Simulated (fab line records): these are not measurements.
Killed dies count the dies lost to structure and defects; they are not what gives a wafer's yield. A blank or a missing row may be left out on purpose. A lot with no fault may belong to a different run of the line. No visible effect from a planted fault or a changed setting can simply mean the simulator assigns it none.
fab line records	flow sky130
[record] lots = 9	wafers = 27	lastDay = 50
route steps=708 shown METAL1@453 VIA1@478 METAL2@485 PAD_OPEN@708
lots that met no fault: taken from a fault-free run of the same line
startH: the number of hours between the record's first day and the start of the first shown wafer of the lot	waitH: how many hours have passed since the lot's step before this one	" as in the row above	L1.1+2: a single row standing in for several wafers	- either no value or no given start	* or withheld: withheld	< > ~ a bound
route shown NAME@n: a module of which the file shows steps, and the number in the route of the first	usual: mean/standard deviation taken from wafers without a fault	same: alike in all rows	chamber/n: place in a boat	sites: each site's reading	_std_site: the values' standard deviation	_edge_site: inner sites' mean taken away from outer sites' mean	radiusMm: for every site, how far away it sits from the centre of the wafer	mask NAME#n: copy n	behind: the last tool/chamber to shape the wafer	hold: the reason the lot was held/the length of the hold in hours/how it ended	device: names the non-switching transistor (n, p or np)	end of line: the route-end tests of the same wafers	where a step has no rows: the recipe by itself	killed: the dies lost at the first sort to structure and to defects; this is not the yield of the wafer	map: per-die view of a wafer (x killed, . not killed, _ where there is no die)
set.NAME: the run value of the setting; set.NAME@STEP: its run value at that earlier step	model.NAME: the simulator's own value behind a step, which no gauge read
steps of the route over a sample of lots; a table a step, a row a wafer
services: from which hour (startH, from the record's first day; less than 0 if before it) a tool's chamber was out of use, for how many hours, and why
[[steps]]
[step SKY_METAL1_METAL_ETCH_19]
[recipe] targetDepthA = 3600	stopOn = SiO2	overEtchFrac = 0.3	timeS = 78	chemistry = Cl2/BCl3	resistSidewallDeg = 88	pressureMtorr = 10	icpW = 900	biasW = 48.5	Cl2_flow_sccm = 60	bcl3FlowSccm = 30
[usual] drypumpMotorCurrentA = 5.8/0.41	oesProductAu = 0.852/0.0065	rfFwdPowerW = 894.6/2.8	throttleValvePct = 22.263/0.0089
lot.wafer	tool	chamber	startH	waitH	drypumpMotorCurrentA	oesProductAu	rfFwdPowerW	rfHoursCounterH	throttleValvePct
L852.1	rieMetal-04	0	764.42	0.0	5.0	0.854	895.3	4	22.267
L852.3	"	0	"	"	5.0	0.849	892.1	-	22.266
L852.5	"	1	"	"	6.6	0.861	894.1	-	22.254
L853.2	rieMetal-04	1	769.72	0.0	6.5	0.854	898.7	16	22.257
L853.3	"	0	"	"	5.0	0.854	891.1	-	22.260
L853.6	"	1	"	"	6.5	0.856	891.6	-	22.258
L857.1	rieMetal-03	1	822.32	0.0	6.0	0.855	893.3	11	22.259
L857.2	"	0	"	"	5.8	0.851	895.0	5	22.256
L857.6	"	1	"	"	6.0	0.850	891.9	-	22.265
L862.2	rieMetal-03	1	850.00	0.0	6.0	0.849	893.8	12	22.272
L862.5	"	1	"	"	6.0	0.853	894.6	-	22.269
L862.6	"	0	"	"	5.8	0.854	899.5	-	22.258
L865.1	rieMetal-01	0	875.75	0.0	5.7	0.844	888.0	7	22.262
L865.3	"	1	"	"	6.0	0.855	898.4	-	22.281
L865.4	"	0	"	"	5.7	0.846	891.1	-	22.252
L869.1	rieMetal-03	1	904.12	0.0	6.0	0.860	896.9	14	22.258
L869.2	"	0	"	"	5.9	0.865	895.8	8	22.265
L869.5	"	0	"	"	5.9	0.854	893.1	-	22.257
L872.1	rieMetal-04	0	911.72	0.0	5.0	0.836	890.7	12	22.260
L872.3	"	0	"	"	5.0	0.842	894.3	-	22.268
L872.4	"	1	"	"	6.5	0.854	889.7	-	22.267
L874.3	rieMetal-01	1	929.15	0.1	6.0	0.849	896.1	-	22.260
L874.4	"	0	"	"	5.7	0.850	891.9	-	22.267
L874.5	"	1	"	"	6.0	0.846	896.8	-	22.249
L875.1	rieMetal-04	1	934.54	0.0	6.5	0.851	896.2	6	22.278
L875.2	"	0	"	"	5.0	0.842	892.1	12	22.271
L875.5	"	1	"	"	6.5	0.854	896.6	-	22.284
[step SKY_VIA1_SPUTTER_20]
[recipe] material = TiN	targetThkNm = 20	chamberPressurePa = 5	powerW = 4000	timeS = 80
[usual] throttleValvePct = 29.9/1.2
lot.wafer	tool	chamber	startH	waitH	throttleValvePct
L852.1	pvdSputter-02	-	793.18	0.0	28.3
L852.3	"	-	"	"	30.4
L852.5	"	-	"	"	30.5
L853.2	pvdSputter-01	-	798.40	0.0	28.6
L853.3	"	-	"	"	28.9
L853.6	"	-	"	"	28.5
L857.1	pvdSputter-02	-	851.59	0.0	28.8
L857.2	"	-	"	"	28.0
L857.6	"	-	"	"	30.1
L862.2	pvdSputter-01	-	877.68	0.0	31.2
L862.5	"	-	"	"	31.4
L862.6	"	-	"	"	31.4
L865.1	pvdSputter-04	-	904.16	0.0	28.9
L865.3	"	-	"	"	30.3
L865.4	"	-	"	"	31.2
L869.1	pvdSputter-02	-	930.89	0.0	28.9
L869.2	"	-	"	"	28.0
L869.5	"	-	"	"	30.7
L872.1	pvdSputter-04	-	940.21	0.0	28.8
L872.3	"	-	"	"	31.4
L872.4	"	-	"	"	28.4
L874.3	pvdSputter-04	-	955.35	0.0	31.7
L874.4	"	-	"	"	28.4
L874.5	"	-	"	"	28.7
L875.1	pvdSputter-01	-	961.50	0.0	31.2
L875.2	"	-	"	"	31.3
L875.5	"	-	"	"	29.2
[step SKY_VIA1_CMP_24]
[recipe] stopOn = SiO2	tOverpolishS = 15	downForcePsi = 3.5	platenRpm = 60	targetThkNm = 0	padVelocityMS = 0.94248
[usual] motorCurrentA = 11.3/0.93	overpolishRunS = 15.000/0.0095	timeToEndpointS = 65/3.3
lot.wafer	tool	chamber	startH	waitH	motorCurrentA	overpolishRunS	timeToEndpointS
L852.1	cmp-02	0	793.60	0.1	11.9	15.000	65
L852.3	"	1	"	"	11.6	15.006	66
L852.5	"	0	"	"	12.1	15.008	63
L853.3	cmp-01	3	798.86	0.2	12.3	15.002	64
L853.2	"	1	"	"	10.9	15.001	64
L853.6	"	3	"	"	12.0	14.996	66
L857.1	cmp-02	1	852.12	0.2	12.1	15.002	69
L857.2	"	2	"	"	11.1	15.004	72
L857.6	"	0	"	"	12.5	14.999	62
L862.2	cmp-02	0	878.48	0.4	12.0	15.023	70
L862.5	"	0	"	"	11.9	15.000	71
L862.6	"	1	"	"	11.3	14.988	68
L865.3	cmp-02	3	904.49	0.0	11.6	14.994	71
L865.4	"	1	"	"	11.2	14.997	67
L865.1	"	2	"	"	11.1	15.006	73
L869.2	cmp-01	0	931.22	0.0	9.5	15.010	65
L869.1	"	3	"	"	12.5	15.008	66
L869.5	"	1	"	"	10.4	14.989	65
L872.4	cmp-01	1	940.59	0.1	10.5	14.987	61
L872.1	"	2	"	"	11.1	14.987	61
L872.3	"	3	"	"	11.9	15.007	60
L874.4	cmp-01	0	955.90	0.2	9.3	14.999	63
L874.3	"	1	"	"	11.0	15.004	62
L874.5	"	0	"	"	9.8	15.019	63
L875.2	cmp-01	1	961.84	0.0	11.0	15.013	63
L875.1	"	0	"	"	9.9	14.993	63
L875.5	"	1	"	"	11.0	15.004	65
[step SKY_METAL2_SPUTTER_02]
[recipe] material = AlCu	targetThkNm = 250	powerW = 10600	timeS = 13.3	chamberPressurePa = 0.4
[usual] throttleValvePct = 29.6/1.1
lot.wafer	tool	chamber	startH	waitH	throttleValvePct
L852.1	pvdSputter-03	-	793.95	0.0	29.6
L852.3	"	-	"	"	28.1
L852.5	"	-	"	"	28.5
L853.2	pvdSputter-04	-	799.21	0.0	28.7
L853.3	"	-	"	"	30.3
L853.6	"	-	"	"	28.7
L857.1	pvdSputter-04	-	852.42	0.0	31.5
L857.2	"	-	"	"	28.9
L857.6	"	-	"	"	28.6
L862.2	pvdSputter-04	-	878.85	0.0	30.3
L862.5	"	-	"	"	28.3
L862.6	"	-	"	"	31.4
L865.1	pvdSputter-04	-	904.84	0.0	28.9
L865.3	"	-	"	"	28.5
L865.4	"	-	"	"	31.2
L869.1	pvdSputter-02	-	931.57	0.0	30.5
L869.2	"	-	"	"	28.7
L869.5	"	-	"	"	30.7
L872.1	pvdSputter-02	-	940.89	0.0	28.7
L872.3	"	-	"	"	30.7
L872.4	"	-	"	"	28.2
L874.3	pvdSputter-02	-	956.20	0.0	28.8
L874.4	"	-	"	"	30.1
L874.5	"	-	"	"	28.4
L875.1	pvdSputter-02	-	962.19	0.0	30.1
L875.2	"	-	"	"	27.8
L875.5	"	-	"	"	28.9
[step SKY_METAL2_RS_MEAS_05]
[recipe] thkMeasGauge = four-point-probe	reads = TiN_of_METAL2_SPUTTER_04+Ti_of_METAL2_SPUTTER_03+AlCu_of_METAL2_SPUTTER_02+TiN_of_METAL2_SPUTTER_01+Ti_of_METAL2_SPUTTER_00
[usual] METAL2_ALCU_RS = 0.1267/0.0014
lot.wafer	tool	chamber	startH	waitH	hold	METAL2_ALCU_RS[ohm/sq]
L852.1	filmMetro-03	-	794.04	0.0	-	0.1275
L852.3	"	-	"	"	-	0.1258
L852.5	"	-	"	"	-	0.1271
L853.2	filmMetro-04	-	799.32	0.0	-	0.1250
L853.3	"	-	"	"	-	0.1274
L853.6	"	-	"	"	-	0.1260
L857.1	filmMetro-03	-	852.51	0.0	-	0.1260
L857.2	"	-	"	"	-	0.1248
L857.6	"	-	"	"	-	0.1259
L862.2	filmMetro-03	-	878.96	0.0	awaitDispo/0.2h/release	0.2745
L862.5	"	-	"	"	awaitDispo/0.2h/release	0.1271
L862.6	"	-	"	"	awaitDispo/0.2h/release	0.1251
L862.2	filmMetro-03	-	879.41	0.4	-	0.2744
L862.5	"	-	"	"	-	0.1272
L862.6	"	-	"	"	-	0.1252
L865.1	filmMetro-04	-	904.93	0.0	awaitDispo/0.2h/release	0.1271
L865.3	"	-	"	"	awaitDispo/0.2h/release	0.2746
L865.4	"	-	"	"	awaitDispo/0.2h/release	0.1257
L865.1	filmMetro-04	-	905.22	0.3	-	0.1273
L865.3	"	-	"	"	-	0.2741
L865.4	"	-	"	"	-	0.1253
L869.1	filmMetro-03	-	931.66	0.0	-	0.1272
L869.2	"	-	"	"	-	0.1279
L869.5	"	-	"	"	-	0.1258
L872.1	filmMetro-03	-	940.98	0.0	-	0.1275
L872.3	"	-	"	"	-	0.1266
L872.4	"	-	"	"	-	0.1280
L874.3	filmMetro-04	-	956.33	0.1	-	0.1246
L874.4	"	-	"	"	-	0.1239
L874.5	"	-	"	"	-	0.1255
L875.1	filmMetro-02	-	962.28	0.0	-	0.1266
L875.2	"	-	"	"	-	0.1281
L875.5	"	-	"	"	-	0.1278
[step SKY_METAL2_THK_MEAS_06]
[recipe] thkMeasGauge = xrf	reads = AlCu_of_METAL2_SPUTTER_02
[usual] METAL2_ALCU_THK = 245.5/2.9
lot.wafer	tool	chamber	startH	waitH	hold	METAL2_ALCU_THK[nm]
L852.1	filmMetro-03	-	794.16	0.1	-	246.0
L852.3	"	-	"	"	-	246.8
L852.5	"	-	"	"	-	246.0
L853.2	filmMetro-04	-	799.43	0.1	-	247.5
L853.3	"	-	"	"	-	242.6
L853.6	"	-	"	"	-	245.7
L857.1	filmMetro-03	-	852.63	0.1	-	248.3
L857.2	"	-	"	"	-	250.0
L857.6	"	-	"	"	-	249.2
L862.2	filmMetro-03	-	881.38	2.0	awaitDispo/0.2h/release	117.3
L862.5	"	-	"	"	awaitDispo/0.2h/release	246.9
L862.6	"	-	"	"	awaitDispo/0.2h/release	246.9
L862.2	filmMetro-03	-	881.67	0.3	-	118.3
L862.5	"	-	"	"	-	245.6
L862.6	"	-	"	"	-	249.0
L865.1	filmMetro-04	-	915.36	10.1	awaitDispo/0.2h/release	242.6
L865.3	"	-	"	"	awaitDispo/0.2h/release	116.5
L865.4	"	-	"	"	awaitDispo/0.2h/release	246.3
L865.1	filmMetro-04	-	915.58	0.2	-	243.5
L865.3	"	-	"	"	-	116.6
L865.4	"	-	"	"	-	245.5
L869.1	filmMetro-03	-	931.78	0.1	-	247.7
L869.2	"	-	"	"	-	244.7
L869.5	"	-	"	"	-	251.7
L872.1	filmMetro-03	-	941.10	0.1	-	248.1
L872.3	"	-	"	"	-	248.6
L872.4	"	-	"	"	-	245.9
L874.3	filmMetro-04	-	956.43	0.1	-	247.0
L874.4	"	-	"	"	-	248.5
L874.5	"	-	"	"	-	245.3
L875.1	filmMetro-02	-	962.40	0.1	-	246.7
L875.2	"	-	"	"	-	245.0
L875.5	"	-	"	"	-	243.4
[step SKY_METAL2_METAL_ETCH_19]
[recipe] targetDepthA = 3600	stopOn = SiO2	overEtchFrac = 0.3	timeS = 78	chemistry = Cl2/BCl3	resistSidewallDeg = 88	pressureMtorr = 10	icpW = 900	biasW = 48.5	Cl2_flow_sccm = 60	bcl3FlowSccm = 30
[usual] drypumpMotorCurrentA = 5.9/0.56	oesProductAu = 0.856/0.0057	rfFwdPowerW = 893/3.3	throttleValvePct = 22.265/0.0094
lot.wafer	tool	chamber	startH	waitH	drypumpMotorCurrentA	oesProductAu	rfFwdPowerW	rfHoursCounterH	throttleValvePct
L852.1	rieMetal-04	0	821.31	0.0	5.0	0.855	890	7	22.273
L852.3	"	1	"	"	6.5	0.852	896	-	22.260
L852.5	"	1	"	"	6.5	0.858	895	-	22.263
L853.2	rieMetal-04	0	826.10	0.0	5.0	0.863	898	8	22.260
L853.3	"	1	"	"	6.6	0.856	897	-	22.275
L853.6	"	1	"	"	6.6	0.855	894	-	22.263
L857.1	rieMetal-04	1	878.76	0.0	6.5	0.856	897	3	22.267
L857.2	"	0	"	"	5.0	0.852	892	10	22.265
L857.6	"	0	"	"	5.0	0.853	893	-	22.258
L862.2	rieMetal-04	0	904.92	0.0	5.0	0.708	889	11	22.265
L862.5	"	1	"	"	6.5	0.859	895	-	22.260
L862.6	"	0	"	"	5.0	0.853	897	-	22.280
L865.1	rieMetal-02	1	929.30	0.0	5.9	0.849	897	9	22.262
L865.3	"	1	"	"	5.9	0.714	893	-	22.268
L865.4	"	0	"	"	6.2	0.854	889	-	22.243
L869.1	rieMetal-02	0	956.22	0.0	6.3	0.849	893	2	22.257
L869.2	"	1	"	"	5.9	0.855	894	10	22.279
L869.5	"	1	"	"	5.9	0.861	895	-	22.257
L872.1	rieMetal-04	1	965.32	0.0	6.5	0.854	894	7	22.276
L872.3	"	0	"	"	5.0	0.860	896	-	22.266
L872.4	"	1	"	"	6.5	0.851	898	-	22.263
L874.3	rieMetal-02	0	980.53	0.1	6.2	0.864	891	-	22.263
L874.4	"	1	"	"	5.9	0.857	890	-	22.268
L874.5	"	0	"	"	6.2	0.864	893	-	22.265
L875.1	rieMetal-03	1	985.87	0.0	6.0	0.855	895	19	22.266
L875.2	"	0	"	"	5.8	0.853	901	12	22.270
L875.5	"	0	"	"	5.8	0.853	897	-	22.255
[step SKY_PAD_OPEN_PROBE_99]
[usual] defectLimitedYield = 82.4/1.9	killed_at_M0_to_M3 = 44/6.5	killed_at_M4_up = 3.0/1.5	killedAtContacts = 25/5.1	killedAtFrontEnd = 14/4.1	killedAtOther = 0.3/0.57	killedDies = 87/9.5	killedOnRim = 17/3.9	killedOpen = 48/6.8	killedShort = 39/6.2	sort_bin_3_pad_short = 0.8/0.42	sort_bin_5_function = 10.4/1.4	sort_bin_6_memory = 6.3/1.2	sortNPass = 405/9.5	sortYieldPct = 82.4/1.9
[same] grossDies = 492	killedAtBackSide = 0	sort_bin_4_leakage[%] = 0	sort_bin_8_speed[%] = 0
lot.wafer	tool	chamber	startH	waitH	defectLimitedYield[%]	killed_at_M0_to_M3	killed_at_M4_up	killedAtContacts	killedAtFrontEnd	killedAtOther	killedDies	killedOnRim	killedOpen	killedShort	sort_bin_3_pad_short[%]	sort_bin_5_function[%]	sort_bin_6_memory[%]	sortNPass	sortYieldPct[%]
L852.1	prober-02	-	1076.15	0.1	85.0	38	1	21	12	2	74	13	37	37	0.6	7.9	6.5	418	85.0
L852.3	prober-02	-	1076.25	0.2	84.6	41	4	20	11	0	76	20	39	37	0.8	9.3	5.3	416	84.6
L852.5	prober-02	-	1076.35	0.2	83.5	35	6	29	11	0	81	16	46	35	0.2	10.0	6.3	411	83.5
L853.2	prober-01	-	1079.04	0.1	80.9	54	1	29	10	0	94	14	49	45	1.2	12.0	5.9	398	80.9
L853.3	prober-01	-	1079.09	0.2	84.8	38	3	27	7	0	75	16	45	30	0.8	8.9	5.5	417	84.8
L853.6	prober-01	-	1079.24	0.2	79.7	53	3	24	19	1	100	22	57	43	1.0	12.8	6.5	392	79.7
L857.1	prober-02	-	1122.39	0.1	81.3	50	1	23	18	0	92	22	54	38	0.6	9.8	8.3	400	81.3
L857.2	prober-02	-	1122.44	0.1	81.9	50	0	27	12	0	89	24	61	28	0.6	11.6	5.9	403	81.9
L857.6	prober-02	-	1122.64	0.2	81.9	43	5	25	16	0	89	16	46	43	1.0	10.8	6.3	403	81.9
L862.2	prober-02	-	1142.29	0.1	80.3	51	7	29	9	1	97	19	56	41	1.8	11.4	6.5	395	80.3
L862.5	prober-02	-	1142.44	0.2	85.2	33	0	22	18	0	73	13	38	35	1.4	9.6	3.9	419	85.2
L862.6	prober-02	-	1142.49	0.2	83.9	48	3	13	15	0	79	16	40	39	0.8	10.0	5.3	413	83.9
L865.1	prober-02	-	1159.24	0.1	81.5	48	3	24	16	0	91	19	44	47	1.6	11.8	5.1	401	81.5
L865.3	prober-02	-	1159.34	0.2	84.1	42	1	21	14	0	78	19	45	33	1.2	7.5	7.1	414	84.1
L865.4	prober-02	-	1159.39	0.2	79.7	52	3	32	13	0	100	21	65	35	0.8	10.2	9.3	392	79.7
L869.1	prober-01	-	1179.73	0.1	85.0	41	1	21	11	0	74	10	36	38	0.6	8.5	5.9	418	85.0
L869.2	prober-01	-	1179.78	0.1	83.1	39	1	27	15	1	83	16	45	36	0.2	11.0	5.7	409	83.1
L869.5	prober-01	-	1179.93	0.2	80.9	40	2	29	23	0	94	15	48	46	0.8	10.6	7.7	398	80.9
L872.1	prober-02	-	1186.51	0.1	83.7	37	2	28	13	0	80	11	43	37	0.8	9.6	5.9	412	83.7
L872.3	prober-02	-	1186.61	0.2	82.5	49	3	26	8	0	86	14	51	35	1.2	10.2	6.1	406	82.5
L872.4	prober-02	-	1186.66	0.2	83.3	49	2	25	6	0	82	14	48	34	1.2	10.0	5.5	410	83.3
L874.3	prober-01	-	1195.77	0.2	82.7	38	3	25	18	1	85	17	52	33	0.6	10.4	6.3	407	82.7
L874.4	prober-01	-	1195.82	0.2	83.7	32	2	25	21	0	80	13	37	43	0.4	9.6	6.3	412	83.7
L874.5	prober-01	-	1195.87	0.2	84.8	40	3	17	14	1	75	10	34	41	1.0	8.9	5.3	417	84.8
L875.1	prober-01	-	1200.10	0.1	81.1	44	2	28	19	0	93	23	49	44	0.8	11.2	6.9	399	81.1
L875.2	prober-01	-	1200.15	0.1	82.5	41	2	26	17	0	86	17	49	37	0.4	8.3	8.7	406	82.5
L875.5	prober-01	-	1200.30	0.2	85.0	39	4	20	11	0	74	12	40	34	1.4	7.5	6.1	418	85.0
// killed by level:class
L852.1 VIA1:geometricParticle:open=10 VIA2:geometricParticle:short=8 CONTACT:geometricParticle:open=7 LI_CONTACT:geometricParticle:open=6 CONTACT:geometricParticle:short=6 METAL1:geometricParticle:short=5 VIA3:geometricParticle:open=4 FIELD_ISO:geometricParticle:open=3
L852.3 VIA1:geometricParticle:open=10 LI_CONTACT:geometricParticle:open=9 FIELD_ISO:geometricParticle:short=7 CONTACT:geometricParticle:open=6 METAL3:geometricParticle:short=5 VIA3:geometricParticle:short=5 VIA2:geometricParticle:open=4 METAL1:geometricParticle:short=4
L852.5 CONTACT:geometricParticle:open=10 LI_CONTACT:geometricParticle:open=8 VIA1:geometricParticle:open=7 VIA2:geometricParticle:open=7 CONTACT:geometricParticle:short=5 FIELD_ISO:geometricParticle:short=4 METAL2:geometricParticle:short=4 VIA3:geometricParticle:open=4
L853.2 VIA3:geometricParticle:open=10 LOCAL_INTERCONNECT:geometricParticle:short=10 METAL1:geometricParticle:short=8 VIA1:geometricParticle:open=8 CONTACT:geometricParticle:open=7 LI_CONTACT:geometricParticle:open=6 VIA2:geometricParticle:open=6 POLY_GATE:geometricParticle:open=5
L853.3 CONTACT:geometricParticle:open=13 VIA1:geometricParticle:open=9 VIA3:geometricParticle:open=7 METAL1:geometricParticle:short=5 LI_CONTACT:geometricParticle:open=4 LOCAL_INTERCONNECT:geometricParticle:short=4 CONTACT:geometricParticle:short=4 METAL1:geometricParticle:open=3
L853.6 VIA1:geometricParticle:open=15 CONTACT:geometricParticle:open=10 VIA2:geometricParticle:open=9 METAL1:geometricParticle:short=8 LI_CONTACT:geometricParticle:open=7 FIELD_ISO:geometricParticle:short=5 VIA3:geometricParticle:open=5 FIELD_ISO:geometricParticle:open=4
L857.1 VIA1:geometricParticle:open=14 CONTACT:geometricParticle:open=12 VIA1:geometricParticle:short=10 LI_CONTACT:geometricParticle:open=7 METAL2:geometricParticle:short=7 FIELD_ISO:geometricParticle:open=6 POLY_GATE:geometricParticle:short=6 VIA2:geometricParticle:open=6
L857.2 VIA1:geometricParticle:open=17 CONTACT:geometricParticle:open=11 VIA2:geometricParticle:open=9 VIA3:geometricParticle:open=7 LI_CONTACT:geometricParticle:open=6 CONTACT:geometricParticle:short=5 VIA1:geometricParticle:short=4 METAL2:geometricParticle:short=4
L857.6 VIA1:geometricParticle:open=13 LI_CONTACT:geometricParticle:open=8 CONTACT:geometricParticle:open=8 CONTACT:geometricParticle:short=6 METAL2:geometricParticle:short=6 VIA1:geometricParticle:short=6 POLY_GATE:geometricParticle:open=5 VIA2:geometricParticle:open=4
L862.2 CONTACT:geometricParticle:open=11 VIA1:geometricParticle:open=11 LI_CONTACT:geometricParticle:open=9 METAL2:geometricParticle:short=6 VIA3:geometricParticle:open=6 VIA1:geometricParticle:short=5 METAL3:geometricParticle:short=5 LI_CONTACT:geometricParticle:short=4
L862.5 LI_CONTACT:geometricParticle:open=9 METAL2:geometricParticle:short=7 FIELD_ISO:geometricParticle:open=6 POLY_GATE:geometricParticle:short=5 CONTACT:geometricParticle:open=5 VIA1:geometricParticle:short=5 VIA1:geometricParticle:open=5 VIA3:geometricParticle:open=5
L862.6 METAL2:geometricParticle:short=11 VIA3:geometricParticle:open=10 VIA2:geometricParticle:open=8 VIA1:geometricParticle:open=5 SPACER:geometricParticle:open=4 CONTACT:geometricParticle:open=4 METAL1:geometricParticle:short=4 FIELD_ISO:geometricParticle:short=3
L865.1 VIA3:geometricParticle:open=9 CONTACT:geometricParticle:open=9 VIA1:geometricParticle:open=7 METAL2:geometricParticle:short=7 VIA2:geometricParticle:open=6 LI_CONTACT:geometricParticle:open=5 LOCAL_INTERCONNECT:geometricParticle:short=5 VIA3:geometricParticle:short=5
L865.3 CONTACT:geometricParticle:open=12 VIA1:geometricParticle:open=10 METAL2:geometricParticle:short=8 VIA2:geometricParticle:open=6 METAL1:geometricParticle:short=6 POLY_GATE:geometricParticle:open=4 LI_CONTACT:geometricParticle:open=4 VIA1:geometricParticle:short=3
L865.4 VIA1:geometricParticle:open=16 CONTACT:geometricParticle:open=12 VIA3:geometricParticle:open=11 LI_CONTACT:geometricParticle:open=8 VIA2:geometricParticle:open=6 VIA1:geometricParticle:short=5 FIELD_ISO:geometricParticle:open=4 LI_CONTACT:geometricParticle:short=4
L869.1 LI_CONTACT:geometricParticle:open=7 METAL1:geometricParticle:short=7 VIA1:geometricParticle:open=7 VIA3:geometricParticle:open=6 CONTACT:geometricParticle:open=5 LOCAL_INTERCONNECT:geometricParticle:short=5 VIA2:geometricParticle:open=5 FIELD_ISO:geometricParticle:short=4
L869.2 LI_CONTACT:geometricParticle:open=8 CONTACT:geometricParticle:open=8 VIA3:geometricParticle:open=7 VIA2:geometricParticle:open=6 FIELD_ISO:geometricParticle:short=5 METAL1:geometricParticle:short=5 VIA1:geometricParticle:open=5 LI_CONTACT:geometricParticle:short=4
L869.5 CONTACT:geometricParticle:open=10 VIA1:geometricParticle:open=9 POLY_GATE:geometricParticle:open=6 LI_CONTACT:geometricParticle:open=6 METAL1:geometricParticle:short=6 VIA1:geometricParticle:short=6 METAL2:geometricParticle:short=6 FIELD_ISO:geometricParticle:open=5
L872.1 CONTACT:geometricParticle:open=12 VIA3:geometricParticle:open=8 METAL1:geometricParticle:short=7 VIA1:geometricParticle:open=7 LI_CONTACT:geometricParticle:open=5 VIA1:geometricParticle:short=5 VIA2:geometricParticle:open=5 FIELD_ISO:geometricParticle:short=4
L872.3 VIA1:geometricParticle:open=14 CONTACT:geometricParticle:open=14 METAL1:geometricParticle:short=7 VIA3:geometricParticle:open=7 VIA2:geometricParticle:open=6 LI_CONTACT:geometricParticle:open=5 METAL2:geometricParticle:short=4 VIA3:geometricParticle:short=4
L872.4 VIA1:geometricParticle:open=13 VIA3:geometricParticle:open=12 LI_CONTACT:geometricParticle:open=9 CONTACT:geometricParticle:open=8 CONTACT:geometricParticle:short=4 METAL2:geometricParticle:short=4 METAL3:geometricParticle:short=4 VIA3:geometricParticle:short=4
L874.3 VIA1:geometricParticle:open=11 VIA2:geometricParticle:open=9 POLY_GATE:geometricParticle:open=7 LI_CONTACT:geometricParticle:open=7 CONTACT:geometricParticle:open=7 CONTACT:geometricParticle:short=5 METAL1:geometricParticle:short=4 METAL3:geometricParticle:short=4
L874.4 CONTACT:geometricParticle:open=9 FIELD_ISO:geometricParticle:open=7 LI_CONTACT:geometricParticle:open=6 LI_CONTACT:geometricParticle:short=6 VIA1:geometricParticle:open=6 VIA1:geometricParticle:short=6 FIELD_ISO:geometricParticle:short=5 VIA3:geometricParticle:short=5
L874.5 VIA1:geometricParticle:open=9 METAL2:geometricParticle:short=6 LI_CONTACT:geometricParticle:open=5 VIA1:geometricParticle:short=5 METAL3:geometricParticle:short=4 LOCAL_INTERCONNECT:geometricParticle:short=4 VIA2:geometricParticle:open=4 CONTACT:geometricParticle:open=4
L875.1 VIA1:geometricParticle:open=12 CONTACT:geometricParticle:open=11 VIA3:geometricParticle:open=10 LI_CONTACT:geometricParticle:open=9 FIELD_ISO:geometricParticle:short=6 POLY_GATE:geometricParticle:short=6 METAL1:geometricParticle:short=6 VIA1:geometricParticle:short=5
L875.2 VIA1:geometricParticle:open=14 LI_CONTACT:geometricParticle:open=10 CONTACT:geometricParticle:open=8 FIELD_ISO:geometricParticle:short=7 CONTACT:geometricParticle:short=5 METAL2:geometricParticle:short=5 VIA3:geometricParticle:open=5 VIA1:geometricParticle:short=4
L875.5 VIA1:geometricParticle:open=15 VIA1:geometricParticle:short=6 CONTACT:geometricParticle:open=5 LI_CONTACT:geometricParticle:open=4 LOCAL_INTERCONNECT:geometricParticle:short=4 CONTACT:geometricParticle:short=4 METAL1:geometricParticle:short=4 VIA3:geometricParticle:open=4
[[services]]
tool	chamber	startH	hours	kind
cmp-01	-	744.14	4.0	pm
rieMetal-01	-	759.48	14.6	pm
cmp-02	-	763.45	4.6	pm
rieMetal-02	1	771.68	11.1	repair
pvdSputter-01	-	772.95	3.6	repair
cmp-02	-	798.26	6.1	repair
cmp-02	-	801.93	0.5	repair
rieMetal-01	-	802.96	15.6	pm
pvdSputter-01	-	807.42	6.8	repair
cmp-01	-	819.60	4.5	pm
pvdSputter-04	-	825.80	2.9	repair
rieMetal-02	1	827.87	8.8	repair
rieMetal-01	1	831.32	18.4	repair
cmp-01	-	840.28	1.9	repair
cmp-02	-	857.17	2.1	repair
pvdSputter-02	-	873.42	7.8	repair
pvdSputter-01	-	878.72	3.2	repair
pvdSputter-02	-	889.55	9.2	repair
cmp-02	-	912.00	4.0	pm
pvdSputter-01	-	916.74	4.8	repair
cmp-02	-	934.04	22.8	pm
rieMetal-02	-	936.99	10.0	pm
cmp-01	-	959.63	1.4	repair
cmp-01	-	963.62	5.5	pm
[[key]]
[firstSign] step = SKY_METAL2_RS_MEAS_05	reading = visit	direction = added
[effect] step = SKY_METAL2_RS_MEAS_05	reading = METAL2_ALCU_RS	direction = up	sigmas = 99+	usual = 0.1267	struck = 0.2746
[effect] step = SKY_METAL2_THK_MEAS_06	reading = visit	direction = added
[effect] step = SKY_METAL2_THK_MEAS_06	reading = METAL2_ALCU_THK	direction = down	sigmas = 44	usual = 245.5	struck = 116.9
[effect] step = SKY_METAL2_METAL_ETCH_19	reading = oesProductAu	direction = down	sigmas = 25	usual = 0.856	struck = 0.711
metAt SKY_METAL2_SPUTTER_02
struckLots L862,L865
struckWafers L862.2,L865.3
notActingAt SKY_METAL1_METAL_ETCH_19,SKY_VIA1_SPUTTER_20,SKY_VIA1_CMP_24
onsetBetween 852.42 878.85
[fault] kind = processParameterDrift	tool = pvdSputter-04	chamber = -	onsetH = 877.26	steps = SKY_METAL2_SPUTTER_02	channel = targetThkNm	offset = -131.56	shape = step	endH = 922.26	scope = struckWafersOnly	actsIn = theseRecipesOnly	stated = 250
